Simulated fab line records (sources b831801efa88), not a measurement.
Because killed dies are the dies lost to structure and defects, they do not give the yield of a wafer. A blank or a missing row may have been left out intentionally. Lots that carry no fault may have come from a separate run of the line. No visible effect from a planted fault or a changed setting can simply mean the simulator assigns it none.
A struck lot beside a sound one | flow gf180mcu | 42 out of 602 route steps
Sound: these wafers, L209.2, L209.4, L209.6. Wafers struck: L217.1, L217.2, L217.5. The cause comes at the end.
At each step with rows: each side's tool, then ch and its chambers, then its first start. Under that, the readings that differ: sound wafers | struck wafers | difference of the means | sigmas: that difference in standard deviations of wafers without a fault.
alike: same words and numbers on both sides, and readings whose means sit less than 2 such deviations apart. not compared: any withheld reading, any reading some wafer has no value for, any bound like >300 that may hide the same value, and any number with overlapping values for which the record gives no deviation.
Wherever a step has rows on one side only, a row that says differs or no value, or a row with sigmas, the two part there. Numbers that have no deviation but don't overlap get no sigmas and don't part them. Lack of a reading on every wafer of one side parts them only where that side has two or more wafers.

first, 1 step without rows for these wafers: GF_MVSD_IMPLANT_09.
GF_MVSD_STRIP_10: strips in O2/N2.
  sound on plasma asher-01 ch 0, day 4 11:22; struck on plasma asher-04 ch 0,1, day 6 06:38
  reading                     | sound       | struck      | difference | sigmas
  drypump motor current A (A) | 4.7 4.7 4.7 | 5.3 6.1 6.1 | +1.1       | +2
  alike: heater power w, oes product au, strip time to endpoint s
  not compared: rf hours counter h
GF_MVSD_TW_MEAS_11:
  struck on film metro-01, day 6 06:44; sound on film metro-03, day 4 11:32
  alike: MVSD_TW
then, 7 steps without rows for these wafers: GF_MVPSD_DEHYDRATE_00 (time 60 s); GF_MVPSD_HMDS_01 (prime time 60 s); GF_MVPSD_COAT_02 (resist thk 3000 nm); GF_MVPSD_SOFTBAKE_03; GF_MVPSD_EXPOSE_04 (exposes mask MVPSD, target cd 1000 nm); GF_MVPSD_PEB_05; GF_MVPSD_DEVELOP_06 (develop time 60 s).
GF_MVPSD_OVL_MEAS_07:
  struck on overlay-02, day 6 21:58; sound on overlay-02, day 5 00:15
  alike: MVPSD_OVL
next, for these wafers, 1 step has no rows: GF_MVPSD_IMPLANT_08.
GF_MVPSD_IMPLANT_09:
  struck on implanter-01, day 6 22:08; sound on implanter-01 ch 0, day 5 00:27
  no value came back on the struck wafers for beam energy keV, beam on s (s), implant ion amu; on the sound wafers beam energy keV reads 39.977 39.997 39.993
GF_MVPSD_STRIP_10: strips in O2/N2.
  sound on plasma asher-03 ch 0,1, day 5 00:35; struck on plasma asher-02 ch 0,1, day 6 22:17
  alike: drypump motor current A, heater power w, oes product au, strip time to endpoint s
  not compared: rf hours counter h
GF_MVPSD_TW_MEAS_11:
  struck on film metro-04, day 6 22:37; sound on film metro-03, day 5 00:41
  reading  | sound             | struck            | difference | sigmas
  MVPSD_TW | 554.1 558.2 553.2 | 526.5 526.8 525.9 | -28.8      | -10
  not compared: hold
then, 6 steps without rows for these wafers: GF_VT_IMPLANT_HMDS_01 (prime time 60 s); GF_VT_IMPLANT_COAT_02 (resist thk 1000 nm); GF_VT_IMPLANT_SOFTBAKE_03 (time 60 s); GF_VT_IMPLANT_EXPOSE_04 (exposes mask LVPWELL LV AREA, target cd 600 nm); GF_VT_IMPLANT_PEB_05; GF_VT_IMPLANT_DEVELOP_06 (develop time 60 s).
GF_VT_IMPLANT_OVL_MEAS_07:
  struck on overlay-01, day 7 12:50; sound on overlay-02, day 5 13:54
  alike: VT_IMPLANT_OVL
next, for these wafers, 1 step has no rows: GF_VT_IMPLANT_IMPLANT_08.
GF_VT_IMPLANT_STRIP_09: strips in O2/N2.
  sound on plasma asher-03 ch 0,1, day 5 14:05; struck on plasma asher-03 ch 0,1, day 7 13:02
  alike: drypump motor current A, heater power w, oes product au, strip time to endpoint s
  not compared: rf hours counter h
GF_VT_IMPLANT_TW_MEAS_10:
  struck on film metro-04, day 7 13:08; sound on film metro-02, day 5 14:11
  alike: VT_IMPLANT_TW
then, 7 steps without rows for these wafers: GF_VT_IMPLANT_DEHYDRATE_11 (time 60 s); GF_VT_IMPLANT_HMDS_12 (prime time 60 s); GF_VT_IMPLANT_COAT_13 (resist thk 993.2 nm); GF_VT_IMPLANT_SOFTBAKE_14 (time 60 s); GF_VT_IMPLANT_EXPOSE_15 (exposes mask Nwell LV AREA, target cd 860 nm); GF_VT_IMPLANT_PEB_16; GF_VT_IMPLANT_DEVELOP_17 (develop time 60 s).
GF_VT_IMPLANT_OVL_MEAS_18:
  struck on overlay-02, day 8 04:58; sound on overlay-01, day 6 04:39
  alike: VT_IMPLANT_01_OVL
next, for these wafers, 1 step has no rows: GF_VT_IMPLANT_IMPLANT_19.
GF_VT_IMPLANT_STRIP_20: strips in O2/N2.
  sound on plasma asher-01 ch 0,1, day 6 04:50; struck on plasma asher-01 ch 0,1, day 8 05:08
  alike: drypump motor current A, heater power w, oes product au, strip time to endpoint s
  not compared: rf hours counter h
GF_VT_IMPLANT_TW_MEAS_21:
  struck on film metro-04, day 8 05:14; sound on film metro-04, day 6 04:56
  alike: VT_IMPLANT_2_TW
then, 5 steps without rows for these wafers: GF_VT_IMPLANT_DEHYDRATE_22 (time 60 s); GF_VT_IMPLANT_HMDS_23 (prime time 60 s); GF_VT_IMPLANT_COAT_24 (resist thk 1000 nm); GF_VT_IMPLANT_SOFTBAKE_25 (time 60 s); GF_VT_IMPLANT_EXPOSE_26 (exposes mask LVPWELL HV AREA, target cd 860 nm).
GF_VT_IMPLANT_RS_MEAS_49: uses a four-point probe to measure.
  struck on film metro-01, day 9 14:40; sound on film metro-01, day 7 11:44
  reading           | sound                | struck               | difference | sigmas
  MVPSD_RS (ohm/sq) | 1170.0 1167.8 1170.7 | 1540.7 1542.7 1540.8 | +371.9     | +99 or more
  not compared: hold

WHERE THEY PART
At GF_MVSD_STRIP_10 first; at GF_VT_IMPLANT_RS_MEAS_49 last (within this record only).

WHY: whatever the simulator had introduced
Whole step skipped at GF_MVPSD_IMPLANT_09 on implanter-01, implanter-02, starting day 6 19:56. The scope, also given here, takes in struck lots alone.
